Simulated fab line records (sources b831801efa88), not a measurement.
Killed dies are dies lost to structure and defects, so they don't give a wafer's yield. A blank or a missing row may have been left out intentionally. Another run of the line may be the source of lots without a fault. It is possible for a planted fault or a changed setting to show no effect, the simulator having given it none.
Which tool did it? | flow gf180mcu | 12 lots with 36 wafers sampled at 5 steps, on a route of 602 steps

== WHAT EACH GAUGE READ, for each wafer ==
GF_M5_CD_MEAS_07: the cd target is 280 nm. Usual: cd_nm at 280.3 nm, with a standard deviation of 1.1.
lot  | measured     | on        | cd_nm (nm)        | flag
L363 | day 26 12:22 | cd_sem-01 | 280.7 279.4 279.7 |
L365 | day 27 05:16 | cd_sem-02 | 279.9 279.1 279.3 |
L369 | day 28 12:11 | cd_sem-02 | 282.0 280.1 281.5 |
L370 | day 28 19:47 | cd_sem-01 | 279.3 279.3 278.9 |
L371 | day 29 05:35 | cd_sem-01 | 307.1 306.9 307.4 | OFF
L372 | day 29 09:37 | cd_sem-01 | 279.4 279.9 280.6 |
L373 | day 29 16:16 | cd_sem-02 | 305.1 306.1 305.3 | OFF
L381 | day 31 20:40 | cd_sem-01 | 280.4 279.9 280.0 |
L382 | day 32 05:08 | cd_sem-01 | 282.7 282.1 279.8 |
L383 | day 32 06:04 | cd_sem-02 | 278.4 279.4 278.8 |
L384 | day 32 17:42 | cd_sem-01 | 280.5 279.9 279.3 |
L385 | day 32 21:40 | cd_sem-01 | 282.4 282.0 281.4 |

GF_V5_CD_MEAS_14: the cd target is 260 nm. Usual: cd_nm at 259.9 nm, with a standard deviation of 1.2.
lot  | measured     | on        | cd_nm (nm)        | flag
L363 | day 27 10:49 | cd_sem-02 | 260.5 260.1 259.8 |
L365 | day 28 02:31 | cd_sem-01 | 261.2 261.2 260.9 |
L369 | day 29 09:26 | cd_sem-02 | 260.1 259.7 260.0 |
L370 | day 29 16:14 | cd_sem-01 | 260.1 262.7 261.5 |
L371 | day 30 01:53 | cd_sem-02 | 259.9 258.7 258.1 |
L372 | day 30 05:46 | cd_sem-01 | 260.5 259.9 259.0 |
L373 | day 30 11:49 | cd_sem-02 | 259.7 260.0 259.0 |
L381 | day 32 15:28 | cd_sem-02 | 257.6 259.4 258.3 |
L382 | day 32 22:41 | cd_sem-01 | 261.2 260.9 261.1 |
L383 | day 32 23:49 | cd_sem-02 | 261.9 260.2 262.8 |
L384 | day 33 11:29 | cd_sem-02 | 260.9 257.1 260.0 |
L385 | day 33 15:52 | cd_sem-02 | 259.2 259.7 259.7 |

== TOOL THAT RAN EACH LOT (tool first, then ch and the chambers of the sampled wafers, then the start) ==
lot  | GF_M4_STRIP_17                       | GF_M5_PEB_05                      | GF_M5_METAL_ETCH_10
L363 | plasma_asher-04 ch 0,1, day 23 16:51 | litho_track-02 ch 0, day 26 12:01 | rie_metal-04 ch 0, day 26 12:33
L365 | plasma_asher-01 ch 0,1, day 24 10:25 | litho_track-01 ch 0, day 27 04:55 | rie_metal-03 ch 0,1, day 27 05:27
L369 | plasma_asher-02 ch 0,1, day 25 20:48 | litho_track-01 ch 0, day 28 11:51 | rie_metal-01 ch 0,1, day 28 12:21
L370 | plasma_asher-01 ch 0,1, day 26 03:58 | litho_track-01 ch 0, day 28 19:28 | rie_metal-03 ch 0,1, day 28 19:56
L371 | plasma_asher-04 ch 0,1, day 26 15:01 | litho_track-01 ch 0, day 29 05:15 | rie_metal-01 ch 0, day 29 05:45
L372 | plasma_asher-01 ch 0,1, day 26 20:03 | litho_track-04 ch 0, day 29 09:18 | rie_metal-03 ch 0,1, day 29 09:49
L373 | plasma_asher-01 ch 0,1, day 27 02:05 | litho_track-01 ch 0, day 29 15:56 | rie_metal-03 ch 0,1, day 29 16:26
L381 | plasma_asher-04 ch 0,1, day 29 11:21 | litho_track-02 ch 0, day 31 20:19 | rie_metal-01 ch 0, day 31 20:51
L382 | plasma_asher-02 ch 0,1, day 29 20:57 | litho_track-02 ch 0, day 32 04:48 | rie_metal-03 ch 0,1, day 32 05:18
L383 | plasma_asher-04 ch 0, day 29 22:00   | litho_track-02 ch 0, day 32 05:43 | rie_metal-01 ch 0, day 32 06:15
L384 | plasma_asher-02 ch 0,1, day 30 09:31 | litho_track-04 ch 0, day 32 17:16 | rie_metal-04 ch 0,1, day 32 17:52
L385 | plasma_asher-04 ch 0,1, day 30 15:01 | litho_track-01 ch 0, day 32 21:19 | rie_metal-01 ch 1, day 32 21:51
- GF_M4_STRIP_17: strips in O2/N2.
- GF_M5_PEB_05: peb time 90 s.
- GF_M5_METAL_ETCH_10: etches the open film in Cl2/BCl3, stops on SiO2, target depth 750.8 nm, time 125.1 s.

== AS READ BY THE TOOLS THEMSELVES (means over the sampled wafers that have a number; for cases with no such wafer, the mark the record gives instead) ==
GF_M4_STRIP_17. Usual: drypump_motor_current_A 6.02 A, standard deviation 0.27; heater_power_w 324 W, standard deviation 61; oes_product_au 0.540 a.u., standard deviation 0.0048; strip_time_to_endpoint_s 7.42 s, standard deviation 0.044.
lot  | tool            | drypump_motor_current_A (A) | heater_power_w (W) | oes_product_au (a.u.) | strip_time_to_endpoint_s (s) | flag
L363 | plasma_asher-04 | 6.02                        | 345                | 0.542                 | 7.39                         |
L365 | plasma_asher-01 | 6.23                        | 269                | 0.536                 | 7.39                         |
L369 | plasma_asher-02 | 5.66                        | 342                | 0.543                 | 7.43                         |
L370 | plasma_asher-01 | 6.10                        | 295                | 0.537                 | 7.40                         |
L371 | plasma_asher-04 | 6.00                        | 313                | 0.542                 | 7.40                         |
L372 | plasma_asher-01 | 6.11                        | 299                | 0.544                 | 7.44                         |
L373 | plasma_asher-01 | 6.25                        | 273                | 0.542                 | 7.42                         |
L381 | plasma_asher-04 | 5.97                        | 314                | 0.536                 | 7.41                         |
L382 | plasma_asher-02 | 5.64                        | 337                | 0.539                 | 7.46                         |
L383 | plasma_asher-04 | 5.97                        | 274                | 0.541                 | 7.41                         |
L384 | plasma_asher-02 | 5.92                        | 382                | 0.543                 | 7.46                         |
L385 | plasma_asher-04 | 6.01                        | 313                | 0.537                 | 7.46                         |

GF_M5_PEB_05. Usual: heater_power_total_W at 85.70 W, with a standard deviation of 0.085.
lot  | tool           | heater_power_total_W (W) | flag
L363 | litho_track-02 | 85.73                    |
L365 | litho_track-01 | 85.70                    |
L369 | litho_track-01 | 85.75                    |
L370 | litho_track-01 | 85.62                    |
L371 | litho_track-01 | 112.29                   | OFF
L372 | litho_track-04 | 85.61                    |
L373 | litho_track-01 | 112.52                   | OFF
L381 | litho_track-02 | 85.57                    |
L382 | litho_track-02 | 85.67                    |
L383 | litho_track-02 | 85.73                    |
L384 | litho_track-04 | 85.69                    |
L385 | litho_track-01 | 85.69                    |

GF_M5_METAL_ETCH_10. Usual: drypump_motor_current_A 5.5 A, standard deviation 0.35; oes_product_au 0.987 a.u., standard deviation 0.0067; throttle_valve_pct 28.235 %, standard deviation 0.01.
lot  | tool         | drypump_motor_current_A (A) | oes_product_au (a.u.) | throttle_valve_pct (%) | flag
L363 | rie_metal-04 | 6.1                         | 0.976                 | 28.240                 |
L365 | rie_metal-03 | 5.3                         | 0.989                 | 28.229                 |
L369 | rie_metal-01 | 5.4                         | 0.996                 | 28.232                 |
L370 | rie_metal-03 | 5.3                         | 0.991                 | 28.226                 |
L371 | rie_metal-01 | 5.4                         | 0.984                 | 28.234                 |
L372 | rie_metal-03 | 5.3                         | 0.982                 | 28.229                 |
L373 | rie_metal-03 | 5.3                         | 0.990                 | 28.230                 |
L381 | rie_metal-01 | 5.4                         | 0.983                 | 28.228                 |
L382 | rie_metal-03 | 5.3                         | 0.992                 | 28.233                 |
L383 | rie_metal-01 | 5.4                         | 0.991                 | 28.232                 |
L384 | rie_metal-04 | 6.1                         | 0.981                 | 28.238                 |
L385 | rie_metal-01 | 5.4                         | 0.985                 | 28.238                 |

== THE ANSWER, worked out from the rows above alone ==
Rule: take the mean of a lot's wafers that have a number; if it is more than 3 standard deviations from the usual mean, the lot is off. A lot without any number at a reading at which 4 lots or more have one is off too. The other lots that the step has rows for count as sound. After the gauges, taken in route order, come the tools' own readings; for these a lot's mean is taken, as printed above. At the first step where some lot is off, the reading lying furthest off is the one used; lots without a number count as furthest.
Off: L371, L373 (GF_M5_CD_MEAS_07, cd_nm).
If a tool, at a process step before that reading, ran all the lots that are off and no sound lot after the first of them, it fits. The gauges at GF_M5_CD_MEAS_07 aren't tried: what is off there is off at GF_M5_PEB_05 too, on other tools, and a gauge's error can't cause that. No candidate that was tried fits.

== WHAT HAD BEEN PUT IN BY THE SIMULATOR ==
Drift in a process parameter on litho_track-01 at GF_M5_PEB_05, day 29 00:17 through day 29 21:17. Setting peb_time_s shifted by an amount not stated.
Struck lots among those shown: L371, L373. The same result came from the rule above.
